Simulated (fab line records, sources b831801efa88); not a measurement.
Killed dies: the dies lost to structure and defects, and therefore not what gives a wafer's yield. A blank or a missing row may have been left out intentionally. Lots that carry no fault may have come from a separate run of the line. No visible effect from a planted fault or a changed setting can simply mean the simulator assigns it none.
The tool behind it: which one? ; flow sky130 ; 12 lots, 36 wafers sampled, at 5 steps of a route of 708

## WHAT THE GAUGES SHOWED, per wafer
SKY_NWELL_RS_MEAS_29: the measuring method here is four-point-probe. Usual: NWELL_RS 628.1 ohm/sq, standard deviation 1.6.
lot;measured;on;NWELL_RS (ohm/sq);flag
L700;day 5 05:15;filmMetro-04;628.6 629.1 631.0;
L702;day 5 17:37;filmMetro-03;628.8 630.0 629.6;
L703;day 6 01:45;filmMetro-04;626.0 625.5 627.3;
L704;day 6 06:16;filmMetro-02;628.5 628.1 626.9;
L705;day 6 15:22;filmMetro-03;633.9 636.0 634.8 634.3 636.9 635.2;OFF
L706;day 6 20:05;filmMetro-02;627.6 625.8 628.2;
L707;day 7 00:43;filmMetro-03;636.1 633.5 635.2 636.6 633.4 635.7;OFF
L716;day 9 10:19;filmMetro-03;627.5 626.8 626.4;
L718;day 9 18:40;filmMetro-04;629.3 629.0 632.0;
L719;day 10 03:01;filmMetro-02;631.5 630.6 629.2;
L721;day 10 14:29;filmMetro-02;630.0 630.7 630.9;
L722;day 11 00:38;filmMetro-04;627.4 626.6 626.4;

SKY_VIA1_RS_MEAS_22: the measuring method here is four-point-probe. Usual: VIA1_W_RS 0.422 ohm/sq, standard deviation 0.0081.
lot;measured;on;VIA1_W_RS (ohm/sq);flag
L700;day 33 16:47;filmMetro-03;0.434 0.431 0.435;
L702;day 34 13:01;filmMetro-01;0.423 0.423 0.420;
L703;day 35 04:47;filmMetro-02;0.420 0.414 0.420;
L704;day 35 06:04;filmMetro-03;0.423 0.426 0.424;
L705;day 35 20:59;filmMetro-02;0.426 0.424 0.425;
L706;day 35 23:12;filmMetro-01;0.416 0.412 0.415;
L707;day 36 07:54;filmMetro-03;0.426 0.407 0.428;
L716;day 39 04:38;filmMetro-02;0.414 0.430 0.432;
L718;day 39 07:49;filmMetro-03;0.418 0.430 0.417;
L719;day 39 22:31;filmMetro-01;0.428 0.418 0.411;
L721;day 40 09:23;filmMetro-01;0.414 0.425 0.426;
L722;day 40 20:23;filmMetro-01;0.427 0.425 0.395;

SKY_METAL2_OVL_MEAS_16. Usual: METAL2_OVL 4 nm, standard deviation 5.5.
lot;measured;on;METAL2_OVL (nm);flag
L700;day 34 19:51;overlay-02;5 0 10;
L702;day 35 17:31;overlay-01;13 5 12;
L703;day 36 08:17;overlay-02;5 2 5;
L704;day 36 10:03;overlay-01;7 15 0;
L705;day 37 01:02;overlay-02;-3 -3 2;
L706;day 37 02:53;overlay-01;3 7 -2;
L707;day 37 10:33;overlay-02;-12 0 4;
L716;day 40 06:11;overlay-02;-2 7 7;
L718;day 40 09:57;overlay-01;1 -7 6;
L719;day 41 00:16;overlay-02;1 5 0;
L721;day 41 10:09;overlay-02;-5 3 4;
L722;day 41 20:26;overlay-01;15 9 15;

## EACH LOT AND THE TOOL THAT RAN IT (in order: tool; ch and the chambers of the sampled wafers; start)
lot;SKY_NWELL_IMPLANT_13;SKY_VIA1_SPUTTER_20
L700;implanter-01 ch 0, day 4 10:57;pvdSputter-04, day 33 16:35
L702;implanter-01 ch 0, day 4 23:00;pvdSputter-03, day 34 12:52
L703;implanter-01 ch 0, day 5 06:44;pvdSputter-03, day 35 04:36
L704;implanter-01 ch 0, day 5 11:52;pvdSputter-03, day 35 05:54
L705;implanter-01 ch 0, day 5 20:15;pvdSputter-03, day 35 20:49
L706;implanter-03 ch 0, day 6 00:32;pvdSputter-04, day 35 23:02
L707;implanter-01 ch 0, day 6 05:45;pvdSputter-03, day 36 07:45
L716;implanter-04 ch 0, day 8 12:03;pvdSputter-04, day 39 04:29
L718;implanter-03 ch 0, day 8 20:21;pvdSputter-02, day 39 07:40
L719;implanter-04 ch 0, day 9 03:30;pvdSputter-04, day 39 22:21
L721;implanter-03 ch 0, day 9 14:08;pvdSputter-04, day 40 09:12
L722;implanter-03 ch 0, day 10 01:11;pvdSputter-03, day 40 20:13
- SKY_NWELL_IMPLANT_13
- SKY_VIA1_SPUTTER_20: material TiN, target thk 20 nm, time 80 s.

## AS READ BY THE TOOLS THEMSELVES (means over the sampled wafers that have a number; for cases with no such wafer, the mark the record gives instead)
SKY_NWELL_IMPLANT_13. Usual: beamEnergyKeV 50.000, standard deviation 0.016; doseIonsCm2 7.001e+11, standard deviation 7.8e+08; faradayCurrentUA 3.94, standard deviation 0.077.
lot;tool;beamEnergyKeV;doseIonsCm2;faradayCurrentUA;flag
L700;implanter-01;49.968;7.000e+11;3.93;
L702;implanter-01;49.993;7.001e+11;3.95;
L703;implanter-01;50.003;6.994e+11;3.89;
L704;implanter-01;49.989;7.001e+11;3.98;
L705;implanter-01;50.022;4.877e+11;2.76;OFF
L706;implanter-03;50.010;7.005e+11;3.99;
L707;implanter-01;50.000;4.884e+11;2.75;OFF
L716;implanter-04;49.991;7.003e+11;3.90;
L718;implanter-03;49.999;6.989e+11;3.99;
L719;implanter-04;49.985;7.004e+11;3.96;
L721;implanter-03;50.021;7.001e+11;3.96;
L722;implanter-03;50.005;6.998e+11;3.95;

SKY_VIA1_SPUTTER_20. Usual: 30.0 % for throttleValvePct, sd 0.92.
lot;tool;throttleValvePct (%);flag
L700;pvdSputter-04;30.1;
L702;pvdSputter-03;30.0;
L703;pvdSputter-03;29.8;
L704;pvdSputter-03;29.9;
L705;pvdSputter-03;29.6;
L706;pvdSputter-04;30.3;
L707;pvdSputter-03;30.5;
L716;pvdSputter-04;29.0;
L718;pvdSputter-02;30.0;
L719;pvdSputter-04;30.0;
L721;pvdSputter-04;30.0;
L722;pvdSputter-03;29.8;

## THE ANSWER, worked out from the rows above alone
Rule: a lot is off if the mean of its wafers that have a number lies more than 3 standard deviations from the usual mean. Also off: a lot with no number at a reading for which 4 or more lots have one. All remaining lots with rows at the step are treated as sound. First the gauges in route order, then the tools' own readings, where a lot's mean is used as printed above. The first step at which some lot is off is used, and at that step the reading that is off furthest; a lot without a number counts as furthest.
Off: L705, L707, seen at SKY_NWELL_RS_MEAS_29 (NWELL_RS).
A tool fits if, at a process step before that reading, it ran every lot that is off, and no sound lot after the first of them. Not tried: the gauges at SKY_NWELL_RS_MEAS_29; whatever is off there is also off at SKY_NWELL_IMPLANT_13, on other tools, and gauge error can't account for it. One fits: implanter-01 at SKY_NWELL_IMPLANT_13. A fault onset in the window from L704 (day 5 11:52, its last sound lot) to L705 (day 5 20:15, its first lot off) fits.
The tool's own readings at SKY_NWELL_IMPLANT_13 bear it out: on the lots that are off they differ by more than 5 times the standard deviation of the sound lots' means. doseIonsCm2 reads 4.880e+11 there against 7.000e+11 on the sound lots; faradayCurrentUA reads 2.75 there against 3.95 on the sound lots.

## WHAT THE SIMULATOR HAD INSERTED
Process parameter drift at SKY_NWELL_IMPLANT_13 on implanter-01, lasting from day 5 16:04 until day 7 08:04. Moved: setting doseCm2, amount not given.
Lots struck among those shown: L705, L707. This agrees with what the rule above found.
